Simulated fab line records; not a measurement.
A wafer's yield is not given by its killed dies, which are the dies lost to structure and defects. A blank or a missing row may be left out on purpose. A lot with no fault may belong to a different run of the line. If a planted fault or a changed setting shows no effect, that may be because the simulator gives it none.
2 desks looking at one fault | flow gf180mcu | each desk holds nothing but its own numbers, with what lay behind them at the end

== FROM THE METROLOGY DESK ==
Lot by lot, what the gauges showed, no matter which tool ran the lot: averages of those sampled wafers that carry a number. The brackets show how far a lot's mean lies from the usual mean; more than 4 standard deviations puts the lot out of limits, marked OUT.
Columns: A = V2_CVD_00_THK at GF_V2_THK_MEAS_01, usual 601 nm; B = V3_OVL at GF_V3_OVL_MEAS_15, usual 1 nm; C = MIM_CVD_05_THK at GF_MIM_THK_MEAS_06, usual 42.2 nm
lot  | first seen here | A   | B  | C
L545 | day 19 02:29    | 585 | -7 | 42.7
L548 | day 20 09:05    | 606 | -4 | 41.8
L550 | day 21 05:16    | 603 | 1  | 42.1
L551 | day 21 12:41    | 600 | -3 | 42.4
L552 | day 21 21:07    | 603 | 5  | 41.8
L554 | day 22 11:17    | 602 | 6  | 42.2
L555 | day 22 23:37    | 596 | -1 | 42.9
L557 | day 23 14:49    | 605 | 2  | 41.8
L558 | day 23 21:08    | 605 | 2  | 42.0
L560 | day 24 14:39    | 610 | -3 | 57.0 (+27) OUT
L561 | day 24 18:47    | 601 | -0 | 49.2 (+13) OUT
L562 | day 25 04:04    | 604 | 1  | 42.7
L568 | day 27 02:26    | 608 | 12 | 42.0
This desk finds L560, L561 out of limits, with the earliest case on L560 at day 29 04:55 (MIM_CVD_05_THK at GF_MIM_THK_MEAS_06). In limits: L545, L548, L550, L551, L552, L554, L555, L557, L558, L562, L568.

== THE TOOL OWNER'S DESK: pecvd-04 ==
The tool's own readings at GF_MIM_CVD_05 (deposits Si3N4, target thk 42 nm, time 29.086 s): means of the sampled wafers that have a number, for each lot that ran on this tool. The brackets show how far a lot's mean lies from the usual mean; more than 4 standard deviations puts the lot out of limits, marked OUT.
Columns: A = heater power w at GF_MIM_CVD_05, usual 605 W
lot  | first seen here | A
L545 | day 24 08:50    | 657
L548 | day 25 10:53    | 544
L550 | day 26 06:00    | 629
L557 | day 28 08:54    | 594
L558 | day 28 15:42    | 636
L560 | day 29 04:53    | 556
L561 | day 29 07:40    | 573
This desk's verdict: no lot among the 7 shows anything out of limits.

== ALL TOGETHER ==
On L560, L561, the metrology desk was in a position to raise an alarm at day 29 04:55.
The tool owner's desk saw nothing out of limits.
The tool owner's desk has L560, L561 on record, within its limits.
The lots listed all ran GF_MIM_CVD_05 on pecvd-04.

== WHAT THE SIMULATOR PUT IN ==
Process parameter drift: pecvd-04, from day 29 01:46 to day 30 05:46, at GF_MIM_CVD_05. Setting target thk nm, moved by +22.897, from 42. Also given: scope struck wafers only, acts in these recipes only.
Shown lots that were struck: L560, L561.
Hours from the fault's start to each desk's first reading out of limits: the metrology desk, 3.
